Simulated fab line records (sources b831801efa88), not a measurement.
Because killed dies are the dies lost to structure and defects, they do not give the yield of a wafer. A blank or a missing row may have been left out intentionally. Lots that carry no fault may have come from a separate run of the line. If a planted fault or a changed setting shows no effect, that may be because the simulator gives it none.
Chamber matching	flow sfq_line	4 sister chambers for SFQ_TRILAYER_I2_CMP_CMP_064 on cmp-01
The step polishes SiO2. 7 wafers are shown with their chamber, then 7 later ones without.

## WAFERS WITH THEIR CHAMBER
wafer	chamber	motor_current_A (A)	head_pressure_psi (psi)
L936.4	1	11.4	2.998
L942.1	3	9.4	3.013
L945.5	3	9.4	3.000
L946.2	2	9.5	3.006
L946.3	0	10.2	2.990
L952.2	0	10.4	3.002
L952.3	2	9.7	2.998

## WAFERS WHOSE CHAMBER IS MISSING
wafer	motor_current_A (A)	head_pressure_psi (psi)
L952.5	9.3	3.000
L954.2	9.2	3.010
L954.3	10.0	2.988
L954.6	11.8	3.005
L956.4	9.2	2.994
L956.1	11.6	2.994
L956.3	10.0	2.988

## WHICH CHAMBER EACH WENT THROUGH
wafer	from the rows above	in truth
L952.5	can't be placed: 3 or 2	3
L954.2	can't be placed: 3 or 2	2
L954.3	can't be placed: 0 or 2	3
L954.6	1	1
L956.4	can't be placed: 3 or 2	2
L956.1	1	1
L956.3	can't be placed: 0 or 2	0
Placed correctly: 2 of 7. These rows do not allow placing 5 (true chamber among the candidates in 4). Wrongly placed: 0.
How it was worked out, from the rows above alone: a wafer's distance from a chamber is the root of the sum, over the readings, of the square of ((its reading less the chamber's mean) divided by the reading's scatter). The wafer belongs to the nearest chamber; if the next one is less than 2 further off, it can't be placed. For every chamber, the mean is computed from those of its wafers that are shown. The scatter: the root of (the sum of the squares of (reading less its chamber's mean) over the shown wafers, divided by (wafers less chambers)).
